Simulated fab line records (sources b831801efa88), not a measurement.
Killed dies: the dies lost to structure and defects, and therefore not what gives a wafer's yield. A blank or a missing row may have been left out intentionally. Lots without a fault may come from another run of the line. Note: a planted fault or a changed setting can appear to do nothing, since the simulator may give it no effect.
Commonality check across tools -- flow sky130 -- 39 wafers sampled across 13 lots

REASON IT WAS OPENED
At SKY_RES_XHIGH_TW_MEAS_09 the reading RES_XHIGH_TW is flagged on 2 of 13 lots. No-fault wafers: 1639, standard deviation 13.
Rule: flag the lot when none of its wafers has a number, or when each of its wafers that has one lies beyond 4 standard deviations from that mean. All remaining lots are regarded as sound.

lot,measured,on,"RES_XHIGH_TW, wafer by wafer",flag
L900,day 25 23:26,film metro-02,1646 1648 1655,
L902,day 26 23:04,film metro-02,1639 1644 1654,
L903,day 27 08:38,film metro-03,1627 1627 1621,
L904,day 28 20:37,film metro-02,1649 1650 1647,
L908,day 29 10:37,film metro-03,1627 1628 1628,
L911,day 30 06:11,film metro-02,30 30 30,FLAGGED
L912,day 30 13:44,film metro-04,30 30 30,FLAGGED
L917,day 32 18:49,film metro-04,1626 1626 1626,
L915,day 32 21:23,film metro-02,1658 1658 1647,
L920,day 33 21:56,film metro-03,1630 1634 1634,
L921,day 34 06:35,film metro-02,1666 1668 1665,
L923,day 34 08:21,film metro-02,1659 1663 1669,
L922,day 34 13:56,film metro-02,1657 1650 1661,
The numbers of the flagged lots are 30 on average: -1609 against the usual, or -99 or more standard deviations.

WHICH TOOL EACH LOT WENT THROUGH
2 process steps preceding the reading are held in the record, out of 708 steps in the route. In each cell: the tool, then ch and the chambers that the sampled wafers went through, then the start.
lot,flag,SKY_SD_P_STRIP_10,SKY_RES_XHIGH_DEVELOP_06
L900,,"plasma asher-04 ch 1, day 24 18:53","litho track-02 ch 0, day 25 23:02"
L902,,"plasma asher-03 ch 0,1, day 25 18:14","litho track-01 ch 0, day 26 22:40"
L903,,"plasma asher-02 ch 0,1, day 26 03:44","litho track-01 ch 0, day 27 08:15"
L904,,"plasma asher-04 ch 0,1, day 27 15:56","litho track-04 ch 0, day 28 20:14"
L908,,"plasma asher-03 ch 0,1, day 28 05:59","litho track-01 ch 0, day 29 10:13"
L911,FLAGGED,"plasma asher-03 ch 0,1, day 29 01:59","litho track-02 ch 0, day 30 05:47"
L912,FLAGGED,"plasma asher-04 ch 0,1, day 29 10:08","litho track-02 ch 0, day 30 13:20"
L917,,"plasma asher-03 ch 0,1, day 31 15:14","litho track-04 ch 0, day 32 18:25"
L915,,"plasma asher-03 ch 0,1, day 31 17:16","litho track-01 ch 0, day 32 21:00"
L920,,"plasma asher-03 ch 0,1, day 32 19:23","litho track-02 ch 0, day 33 21:32"
L921,,"plasma asher-03 ch 0,1, day 33 04:43","litho track-01 ch 0, day 34 06:11"
L923,,"plasma asher-03 ch 0,1, day 33 06:08","litho track-02 ch 0, day 34 07:58"
L922,,"plasma asher-04 ch 0,1, day 33 11:37","litho track-02 ch 0, day 34 13:32"
What these steps do:
- SKY_SD_P_STRIP_10: strips in O2/N2.
- SKY_RES_XHIGH_DEVELOP_06: develop time 60 s.
- SKY_RES_XHIGH_TW_MEAS_09

FLAGGED AGAINST TOTAL, ONE TOOL AT A TIME (gauges that did the reading follow at the end)
step,tool,lots run,flagged,share of the flagged lots,sound lots run after its first flagged lot
SKY_SD_P_STRIP_10,plasma asher-02,1,0,none,-
SKY_SD_P_STRIP_10,plasma asher-03,8,1,some,"5 (L917,L915,L920,L921,L923)"
SKY_SD_P_STRIP_10,plasma asher-04,4,1,some,1 (L922)
SKY_RES_XHIGH_DEVELOP_06,litho track-01,5,0,none,-
SKY_RES_XHIGH_DEVELOP_06,litho track-02,6,2,all,"3 (L920,L923,L922)"
SKY_RES_XHIGH_DEVELOP_06,litho track-04,2,0,none,-
SKY_RES_XHIGH_TW_MEAS_09,film metro-02,8,1,some,"4 (L915,L921,L923,L922)"
SKY_RES_XHIGH_TW_MEAS_09,film metro-03,3,0,none,-
SKY_RES_XHIGH_TW_MEAS_09,film metro-04,2,1,some,1 (L917)

WHAT THE TABLE PERMITS
In the table, 1 row covers all flagged lots: litho track-02 at SKY_RES_XHIGH_DEVELOP_06.
- litho track-02 at SKY_RES_XHIGH_DEVELOP_06 ran 6 lots, 2 of them flagged. Sound lots ran on it after the first flagged one (L920, L923, L922), which a lasting fault on the whole tool wouldn't allow.
There is no row in the table that ran each flagged lot and no sound lot after the first.

WHAT THE SIMULATOR PUT IN
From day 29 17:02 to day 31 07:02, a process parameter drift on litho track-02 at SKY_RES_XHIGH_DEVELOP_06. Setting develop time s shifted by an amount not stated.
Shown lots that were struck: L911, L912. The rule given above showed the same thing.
